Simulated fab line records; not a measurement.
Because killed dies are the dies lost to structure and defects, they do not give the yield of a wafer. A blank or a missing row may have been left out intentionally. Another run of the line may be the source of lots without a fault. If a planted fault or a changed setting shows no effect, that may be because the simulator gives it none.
fab line records -- flow sky130
[record] lots = 4, wafers = 12, last-day = 50
route steps=708 shown LDD_LDN@292 SPACER@304 POLY_CUT@307 SD_P@320 RES_XHIGH@332 SALICIDE@361 PAD_OPEN@708
lots untouched by any fault: they come from a run of this same line in which no faults occurred
start-h: the number of hours between the record's first day and the start of the first shown wafer of the lot -- wait-h: hours from the lot's prior step to this one -- " identical to the entry in the row above -- L1.1+2: several wafers, shown together as one row -- - value missing, or start not given -- * or withheld: withheld -- < > ~ a bound
route shown NAME@n: NAME is a module with steps in the file, n the number in the route of the first one -- usual: mean/standard deviation taken from wafers without a fault -- same: alike in all rows -- chamber/n: place in a boat -- sites: per-site readings -- _std_site: standard deviation of those values -- _edge_site: mean of outer sites minus mean of inner sites -- radius-mm: for every site, how far away it sits from the centre of the wafer -- mask NAME#n: copy n -- behind: the tool/chamber that last shaped the wafer -- hold: why the lot went on hold/how many hours it stayed there/how the hold came to an end -- device: whichever transistor did not switch (one of n, p or np) -- end of line: the tests these same wafers got at the end of their route -- a step with no rows: only its recipe -- killed: the dies lost at the first sort to structure and to defects; this is not the yield of the wafer -- map: per-die view of a wafer (x killed, . not killed, _ where there is no die)
set.NAME: the setting that was run; set.NAME@STEP: the one run at that earlier step -- model.NAME: the simulator's own value behind a step, which no gauge read
lots at some steps of the route; a table a step, a row a wafer
services: from which hour (start-h, from the record's first day; less than 0 if before it) a tool's chamber was out of use, for how many hours, and why
[[steps]]
[step SKY_LDD_LDN_SOFTBAKE_03]
[recipe] temp-c = 90, time-s = 60, resist = NOVOLAK
[step SKY_LDD_LDN_EXPOSE_04]
[recipe] mask-id = LDNTM, na = 0.6, source-shape = conventional, sigma-outer = 0.6, polarization = unpolarized, target-cd-nm = 700, dose-mj = 140
[step SKY_LDD_LDN_PEB_05]
[recipe] temp-c = withheld, time-s = *, resist = NOVOLAK
[step SKY_LDD_LDN_DEVELOP_06]
[recipe] resist = NOVOLAK, developer = TMAH, develop-time-s = 59.24, dev-temp-c = 23
[step SKY_LDD_LDN_IMPLANT_08]
[recipe] species = As, energy-kev = 15, dose-cm2 = 1.25e+13, tilt-deg = withheld, rotation-deg = 23
[step SKY_LDD_LDN_IMPLANT_09]
[recipe] species = As, energy-kev = 15, dose-cm2 = 1.25e+13, tilt-deg = withheld, rotation-deg = 113
[step SKY_LDD_LDN_IMPLANT_10]
[recipe] species = As, energy-kev = 15, dose-cm2 = 1.25e+13, tilt-deg = withheld, rotation-deg = 203
[step SKY_LDD_LDN_IMPLANT_11]
[recipe] species = As, energy-kev = 15, dose-cm2 = 1.25e+13, tilt-deg = withheld, rotation-deg = 293
[step SKY_LDD_LDN_STRIP_12]
[recipe] chemistry = O2/N2, power-w = 1400, pressure-mtorr = 1500, platen-temp-c = withheld, o2-flow-sccm = 3000, n2-flow-sccm = 300, overash-fraction = 0.5
[step SKY_LDD_LDN_CLEAN_14]
[recipe] chemistry = SC1/SC2, mix = 1:4:20, temp-c = 70, time-s = 150, dry = n2-spin
[step SKY_SPACER_CVD_00]
[recipe] material = Si3N4, precursor = DCS/NH3, target-thk-nm = 43.1, temp-c = 770, time-s = 740, pressure-mtorr = 250
[usual] spike-tc-bottom-C = 790.9/1.1, spike-tc-centre-C = 770.4/1.1, spike-tc-lower-C = 770.8/1.2, spike-tc-top-C = 786.3/1.7, spike-tc-upper-C = 770.6/1.1, susceptor-temp-C = 769.9/0.36, zone-power-bottom-pct = 23.2/2.7, zone-power-top-pct = 26.8/0.36
lot.wafer,tool,chamber,start-h,wait-h,spike-tc-bottom-C,spike-tc-centre-C,spike-tc-lower-C,spike-tc-top-C,spike-tc-upper-C,susceptor-temp-C,zone-power-bottom-pct,zone-power-top-pct,model.Si3N4_of_SPACER_CVD_00.thk-nm
L420.3,lpcvd-02,0,613.67,0.5,792.1,770.7,770.5,787.3,770.6,769.4,25.3,27.2,43.16
L420.5,lpcvd-02,0,613.67,0.5,791.0,770.9,770.6,786.4,771.0,769.7,24.8,26.8,42.85
L420.6,lpcvd-02,0,613.67,0.5,790.4,769.4,771.5,789.1,769.3,770.1,25.2,27.1,42.96
L421.1,lpcvd-02,0,620.67,0.0,771.6,750.3,750.0,767.9,750.2,750.5,23.6,25.5,28.8
L421.4,lpcvd-02,0,620.67,0.0,768.8,750.5,749.6,767.5,752.8,749.9,23.9,26.1,29.05
L421.5,lpcvd-02,0,620.67,0.0,772.5,750.3,749.6,765.9,751.9,749.7,23.6,25.6,28.95
L423.2,lpcvd-02,0,633.17,0.0,771.7,750.1,750.6,766.9,749.7,749.5,23.4,25.6,28.78
L423.4,lpcvd-02,0,633.17,0.0,771.9,748.8,749.2,766.5,750.5,749.6,23.9,25.7,28.79
L423.5,lpcvd-02,0,633.17,0.0,771.6,752.0,749.0,767.7,751.6,749.6,23.4,25.5,29.05
L432.2,lpcvd-02,0,698.04,1.6,790.1,770.9,770.4,786.7,770.8,770.4,25.2,26.8,43.03
L432.4,lpcvd-02,0,698.04,1.6,789.4,770.1,768.0,788.5,768.7,770.4,24.8,26.5,42.57
L432.6,lpcvd-02,0,698.04,1.6,790.2,769.7,771.7,788.9,770.0,770.4,24.7,26.6,42.56
[step SKY_SPACER_THK_MEAS_01]
[recipe] reads = Si3N4_of_SPACER_CVD_00
[usual] SPACER_CVD_00_THK = 43.0/0.37
lot.wafer,tool,chamber,start-h,wait-h,SPACER_CVD_00_THK[nm]
L420.3,film-metro-02,-,614.90,0.0,43.2
L420.5,film-metro-02,-,614.90,0.0,42.9
L420.6,film-metro-02,-,614.90,0.0,43.0
L421.1,film-metro-02,-,621.87,0.0,28.8
L421.4,film-metro-02,-,621.87,0.0,29.0
L421.5,film-metro-02,-,621.87,0.0,28.9
L423.2,film-metro-04,-,634.38,0.0,28.8
L423.4,film-metro-04,-,634.38,0.0,28.8
L423.5,film-metro-04,-,634.38,0.0,29.0
L432.2,film-metro-04,-,699.86,0.0,43.0
L432.4,film-metro-04,-,699.86,0.0,42.5
L432.6,film-metro-04,-,699.86,0.0,42.6
[step SKY_SPACER_ETCHBACK_02]
[recipe] chemistry = CH3F/O2, target = Si3N4, stop-on = SiO2, source-w = 400, bias-w = 80, pressure-mtorr = 25, ch3f-flow-sccm = 40, O2_flow_sccm = 30, time-s = 46.7, target-depth-a = 450
[usual] O2_flow_sccm = 30.00/0.1, ch3f-flow-sccm = 40.00/0.12, drypump-motor-current-A = 5.9/0.38, oes-product-au = 0.854/0.007, throttle-valve-pct = 10.562/0.0091
lot.wafer,tool,chamber,start-h,wait-h,O2_flow_sccm,ch3f-flow-sccm,drypump-motor-current-A,oes-product-au,rf-hours-counter-h,throttle-valve-pct,model.etch.depth-nm
L420.3,rie-diel-04,2,614.94,0.0,30.03,40.18,5.6,0.869,0,10.547,43.16
L420.5,rie-diel-04,2,614.94,0.0,29.95,40.09,5.6,0.849,-,10.556,42.85
L420.6,rie-diel-04,3,614.94,0.0,29.93,39.83,6.5,0.851,-,10.550,42.96
L421.1,rie-diel-04,2,621.93,0.1,30.14,39.99,5.7,0.691,0,10.542,28.8
L421.4,rie-diel-04,0,621.93,0.1,30.02,39.91,5.6,0.694,8,10.549,29.05
L421.5,rie-diel-04,1,621.93,0.1,29.97,39.86,5.7,0.696,-,10.530,28.95
L423.2,rie-diel-04,1,634.43,0.0,30.00,40.14,5.7,0.691,7,10.538,28.78
L423.4,rie-diel-04,2,634.43,0.0,30.09,40.05,5.7,0.697,1,10.535,28.79
L423.5,rie-diel-04,1,634.43,0.0,30.11,40.07,5.7,0.696,-,10.538,29.05
L432.2,rie-diel-04,0,699.91,0.0,29.96,39.97,5.6,0.854,9,10.561,43.03
L432.4,rie-diel-04,1,699.91,0.0,29.88,39.83,5.7,0.850,9,10.571,42.57
L432.6,rie-diel-04,1,699.91,0.0,29.88,39.94,5.7,0.845,-,10.552,42.56
[step SKY_POLY_CUT_DEHYDRATE_00]
[recipe] temp-c = 200, time-s = 60
[step SKY_POLY_CUT_HMDS_01]
[recipe] prime-time-s = 60, prime-temp-c = 120
[step SKY_POLY_CUT_COAT_02]
[recipe] resist = BARC, temp-c = withheld, time-s = withheld, spin-rpm = 3000, resist-thk-nm = 60
[step SKY_POLY_CUT_COAT_03]
[recipe] resist = KrF-thick, spin-rpm = 3000, resist-thk-nm = 450
[step SKY_POLY_CUT_SOFTBAKE_04]
[recipe] temp-c = 99.53, time-s = 90, resist = KrF-thick
[step SKY_POLY_CUT_EXPOSE_05]
[recipe] mask-id = NPCM, na = 0.8, source-shape = annular, sigma-inner = 0.55, sigma-outer = 0.85, target-cd-nm = 270, dose-mj = 32
[step SKY_POLY_CUT_PEB_06]
[recipe] peb-temp-c = withheld, peb-time-s = withheld, resist = KrF-thick
[step SKY_POLY_CUT_DEVELOP_07]
[recipe] develop-time-s = 60, resist = KrF-thick, dev-temp-c = 21
[step SKY_POLY_CUT_ETCH_10]
[recipe] chemistry = N2/H2, target = BARC, ion-energy-ev = 200, source-w = 500, bias-w = 100, pressure-mtorr = 30, n2-flow-sccm = 100, h2-flow-sccm = 200, stop-on = SiO2, time-s = 45.9, target-depth-a = 600
[step SKY_POLY_CUT_ETCH_11]
[recipe] target = Si3N4, chemistry = CF4/CH2F2/Ar, stop-on = poly-Si, source-w = 600, bias-w = 150, pressure-mtorr = 40, cf4-flow-sccm = 40, ch2f2-flow-sccm = 20, Ar_flow_sccm = 150, time-s = 42.5, target-depth-a = 600
[step SKY_POLY_CUT_STRIP_12]
[recipe] chemistry = O2/N2, power-w = 1400, pressure-mtorr = 1500, platen-temp-c = withheld, o2-flow-sccm = 3000, n2-flow-sccm = 300, overash-fraction = 0.5
[step SKY_SD_P_DEHYDRATE_00]
[recipe] temp-c = 200, time-s = 60
[step SKY_SD_P_HMDS_01]
[recipe] prime-time-s = 60, prime-temp-c = 120
[step SKY_SD_P_COAT_02]
[recipe] resist = NOVOLAK, spin-rpm = 3000, resist-thk-nm = 1140
[step SKY_SD_P_SOFTBAKE_03]
[recipe] temp-c = 90, time-s = 60, resist = NOVOLAK
[step SKY_SD_P_EXPOSE_04]
[recipe] mask-id = PSDM, na = 0.6, source-shape = conventional, sigma-outer = 0.6, polarization = unpolarized, target-cd-nm = 380, dose-mj = 138
[step SKY_SD_P_PEB_05]
[recipe] temp-c = withheld, time-s = *, resist = NOVOLAK
[step SKY_SD_P_DEVELOP_06]
[recipe] resist = NOVOLAK, developer = TMAH, develop-time-s = 60, dev-temp-c = 23
[step SKY_SD_P_IMPLANT_09]
[recipe] species = BF2, energy-kev = 20, dose-cm2 = 3e+15, tilt-deg = 0
[step SKY_SD_P_STRIP_10]
[recipe] chemistry = O2/N2, power-w = 1400, pressure-mtorr = 1500, platen-temp-c = withheld, o2-flow-sccm = 3000, n2-flow-sccm = 300, overash-fraction = 0.5
[step SKY_RES_XHIGH_DEHYDRATE_00]
[recipe] temp-c = 200, time-s = 60
[step SKY_RES_XHIGH_HMDS_01]
[recipe] prime-time-s = 60, prime-temp-c = 120
[step SKY_SALICIDE_CLEAN_00]
[recipe] chemistry = HF-last, time-s = 30, dilution = 100:1, dry = ipa-marangoni
lot.wafer,tool,chamber,start-h,wait-h,model.Si3N4_of_SPACER_CVD_00.thk-nm
L420.3,wet-bench-01,1,728.69,0.1,42.19
L420.5,wet-bench-01,1,728.69,0.1,41.88
L420.6,wet-bench-01,1,728.69,0.1,41.98
L421.1,wet-bench-02,2,733.93,0.1,27.82
L421.4,wet-bench-02,2,733.93,0.1,28.07
L421.5,wet-bench-02,2,733.93,0.1,27.98
L423.2,wet-bench-03,3,746.72,0.1,27.8
L423.4,wet-bench-03,3,746.72,0.1,27.81
L423.5,wet-bench-03,3,746.72,0.1,28.08
L432.2,wet-bench-01,0,811.70,0.1,42.05
L432.4,wet-bench-01,0,811.70,0.1,41.59
L432.6,wet-bench-01,0,811.70,0.1,41.57
[step SKY_PAD_OPEN_PROBE_99]
[usual] killed_at_M0_to_M3 = 43/7.2, killed_at_M4_up = 3.3/2, killed-at-contacts = 25/5.8, killed-at-front-end = 15/4.5, killed-at-other = 0.3/0.62, killed-dies = 86/9.4, killed-on-rim = 17/3.7, killed-open = 47/7.1, killed-short = 39/6
[same] gross-dies = 492, killed-at-back-side = 0
lot.wafer,tool,chamber,start-h,wait-h,killed_at_M0_to_M3,killed_at_M4_up,killed-at-contacts,killed-at-front-end,killed-at-other,killed-dies,killed-on-rim,killed-open,killed-short,model.etest.pfet_01v8.r-on-ohm-um,model.etest.pfet-g5v0d10v5.r-on-ohm-um,model.etest.nfet-g5v0d10v5.r-on-ohm-um,model.etest.sonos-uncharged.r-on-ohm-um,model.etest.res-pdiff.line-ohm-um,model.etest.pfet_01v8.drive-ua-um,model.etest.nfet_01v8_lvt.drive-ua-um,model.etest.sram-nfet-pass.drive-ua-um
L420.3,prober-01,-,1138.54,0.2,51,4,23,17,0,95,21,54,41,2966,4750,1896,815.2,1386,185,552.5,469.4
L420.5,prober-01,-,1138.64,0.2,55,2,16,14,0,87,20,48,39,2938,4799,1854,803.9,1377,187.8,554.7,463.2
L420.6,prober-01,-,1138.69,0.2,46,2,26,20,0,94,11,50,44,2994,4836,1901,808.3,1375,184.5,535.9,454.4
L421.1,prober-02,-,1139.39,0.1,35,1,29,20,1,86,9,50,36,2524,4687,1849,718.2,1291,225.7,574.7,511.1
L421.4,prober-02,-,1139.54,0.2,39,7,21,13,0,80,22,42,38,2519,4646,1822,696.4,1324,227.1,568.8,510.3
L421.5,prober-02,-,1139.59,0.2,46,5,26,14,0,91,20,50,41,2457,4704,1829,716.6,1323,231.2,582.9,515.4
L423.2,prober-02,-,1147.71,0.1,48,4,32,8,2,94,18,48,46,2526,4686,1804,725.5,1279,224.9,566,494.2
L423.4,prober-02,-,1147.81,0.2,51,4,28,14,0,97,22,49,48,2532,4679,1806,725.7,1259,226.2,574.6,507
L423.5,prober-02,-,1147.86,0.2,60,2,28,12,0,102,15,55,47,2563,4676,1801,741,1256,225.3,564.1,471.5
L432.2,prober-01,-,1192.38,0.1,44,5,30,17,0,96,26,45,51,2964,4831,1926,798.2,1362,186.6,534.2,451.7
L432.4,prober-01,-,1192.48,0.2,42,3,25,25,0,95,15,54,41,2831,4700,1894,784.9,1347,196.6,546.5,467.6
L432.6,prober-01,-,1192.58,0.2,39,3,24,20,0,86,18,50,36,2931,4805,1920,797.2,1333,187.7,545.8,469.8
// killed by level:class
L420.3 VIA1:geometric-particle:open=12 CONTACT:geometric-particle:open=11 VIA2:geometric-particle:open=10 VIA3:geometric-particle:open=7 METAL1:geometric-particle:short=6 FIELD_ISO:geometric-particle:short=5 LOCAL_INTERCONNECT:geometric-particle:short=5 VIA3:geometric-particle:short=5
L420.5 VIA2:geometric-particle:open=11 VIA1:geometric-particle:open=11 VIA3:geometric-particle:open=11 METAL2:geometric-particle:short=8 CONTACT:geometric-particle:open=7 METAL1:geometric-particle:short=7 FIELD_ISO:geometric-particle:open=6 CONTACT:geometric-particle:short=4
L420.6 VIA1:geometric-particle:open=13 CONTACT:geometric-particle:short=9 CONTACT:geometric-particle:open=9 VIA2:geometric-particle:open=7 FIELD_ISO:geometric-particle:open=6 VIA1:geometric-particle:short=6 VIA2:geometric-particle:short=6 METAL2:geometric-particle:short=5
L421.1 VIA1:geometric-particle:open=10 LI_CONTACT:geometric-particle:open=8 VIA3:geometric-particle:open=8 LOCAL_INTERCONNECT:geometric-particle:short=7 FIELD_ISO:geometric-particle:short=6 VIA3:geometric-particle:short=6 CONTACT:geometric-particle:open=5 CONTACT:geometric-particle:short=5
L421.4 CONTACT:geometric-particle:open=9 VIA1:geometric-particle:open=8 METAL2:geometric-particle:short=7 VIA1:geometric-particle:short=6 VIA2:geometric-particle:open=6 METAL4:geometric-particle:short=6 FIELD_ISO:geometric-particle:short=5 LI_CONTACT:geometric-particle:open=5
L421.5 CONTACT:geometric-particle:open=10 VIA1:geometric-particle:open=9 VIA2:geometric-particle:open=7 VIA3:geometric-particle:open=7 VIA1:geometric-particle:short=6 POLY_GATE:geometric-particle:open=5 CONTACT:geometric-particle:short=5 METAL4:geometric-particle:short=5
L423.2 CONTACT:geometric-particle:open=12 VIA1:geometric-particle:open=12 VIA1:geometric-particle:short=10 LI_CONTACT:geometric-particle:open=9 METAL2:geometric-particle:short=9 LI_CONTACT:geometric-particle:short=5 POLY_GATE:geometric-particle:short=4 LOCAL_INTERCONNECT:geometric-particle:short=4
L423.4 VIA1:geometric-particle:open=13 CONTACT:geometric-particle:open=9 LI_CONTACT:geometric-particle:open=8 METAL2:geometric-particle:short=7 VIA2:geometric-particle:short=6 LOCAL_INTERCONNECT:geometric-particle:short=6 VIA2:geometric-particle:open=6 METAL1:geometric-particle:short=5
L423.5 VIA3:geometric-particle:open=11 VIA1:geometric-particle:open=11 METAL2:geometric-particle:short=11 CONTACT:geometric-particle:open=8 VIA2:geometric-particle:open=8 LI_CONTACT:geometric-particle:open=7 METAL1:geometric-particle:short=7 POLY_GATE:geometric-particle:short=6
L432.2 CONTACT:geometric-particle:open=10 LI_CONTACT:geometric-particle:open=8 VIA1:geometric-particle:open=7 CONTACT:geometric-particle:short=6 METAL3:geometric-particle:short=6 METAL1:geometric-particle:short=6 METAL4:geometric-particle:short=5 METAL2:geometric-particle:short=5
L432.4 LI_CONTACT:geometric-particle:open=12 VIA1:geometric-particle:open=12 POLY_GATE:geometric-particle:open=7 METAL3:geometric-particle:short=7 METAL2:geometric-particle:short=7 CONTACT:geometric-particle:open=6 POLY_GATE:geometric-particle:short=5 VIA2:geometric-particle:open=5
L432.6 CONTACT:geometric-particle:open=11 VIA1:geometric-particle:open=10 METAL1:geometric-particle:short=6 LI_CONTACT:geometric-particle:open=6 VIA2:geometric-particle:open=6 METAL2:geometric-particle:short=5 POLY_GATE:geometric-particle:open=4 POLY_GATE:geometric-particle:short=4
[[services]]
tool,chamber,start-h,hours,kind
rie-diel-04,2,591.70,-,clean
rie-diel-04,2,591.70,18.5,scheduled-down
rie-diel-04,2,591.70,18.5,vent-cycle
rie-diel-04,-,612.22,0.7,repair
rie-diel-04,0,676.59,10.9,repair
wet-bench-01,-,679.82,3.7,repair
lpcvd-02,-,688.73,3.6,repair
rie-diel-04,1,696.89,1.6,repair
rie-diel-04,-,747.34,0.5,repair
rie-diel-04,0,766.69,3.3,repair
lpcvd-02,-,772.80,2.8,pm
wet-bench-03,-,774.97,3.8,repair
rie-diel-04,3,781.32,6.6,repair
lpcvd-02,-,790.38,1.5,repair
wet-bench-02,-,792.26,4.4,pm
rie-diel-04,1,802.00,3.3,repair
[[key]]
[first-sign] step = SKY_SPACER_CVD_00, reading = susceptor-temp-C, direction = down, sigmas = 56, usual = *, struck = *
[effect] step = SKY_SPACER_CVD_00, reading = spike-tc-centre-C, direction = down, sigmas = 18, usual = 770.4, struck = 750.3
[effect] step = SKY_SPACER_THK_MEAS_01, reading = SPACER_CVD_00_THK, direction = down, sigmas = 38, usual = 43.0, struck = 28.9
[effect] step = SKY_SPACER_ETCHBACK_02, reading = oes-product-au, direction = down, sigmas = 23, usual = 0.854, struck = 0.694
[model-effect] step = SKY_SPACER_CVD_00, value = Si3N4_of_SPACER_CVD_00.thk-nm, without = 42.96, struck = 28.9
[model-effect] step = SKY_SPACER_ETCHBACK_02, value = etch.depth-nm, without = 42.96, struck = 28.9
[model-effect] step = SKY_SALICIDE_CLEAN_00, value = Si3N4_of_SPACER_CVD_00.thk-nm, without = 41.98, struck = 27.92
[model-effect] step = SKY_PAD_OPEN_PROBE_99, value = etest.pfet_01v8.r-on-ohm-um, without = 2989, struck = 2520
met-at SKY_SPACER_CVD_00
struck-wafers L421.1,L421.4,L421.5,L423.2,L423.4,L423.5
tester-left-out L421,L423
onset-between 613.67 620.67
[fault] kind = process-parameter-drift, tool = lpcvd-02, chamber = 0, onset-h = 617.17, steps = SKY_SPACER_CVD_00, channel = temp-c, offset = *, shape = step, end-h = 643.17, acts-in = *, stated = *
// tester-left-out: of these lots the tester's yield and bins aren't shown, on N5 and GAA mostly nor the transistor test; their killed dies are dies lost to structure and defects alone, not to doping, threshold or leakage, so they don't give the yield
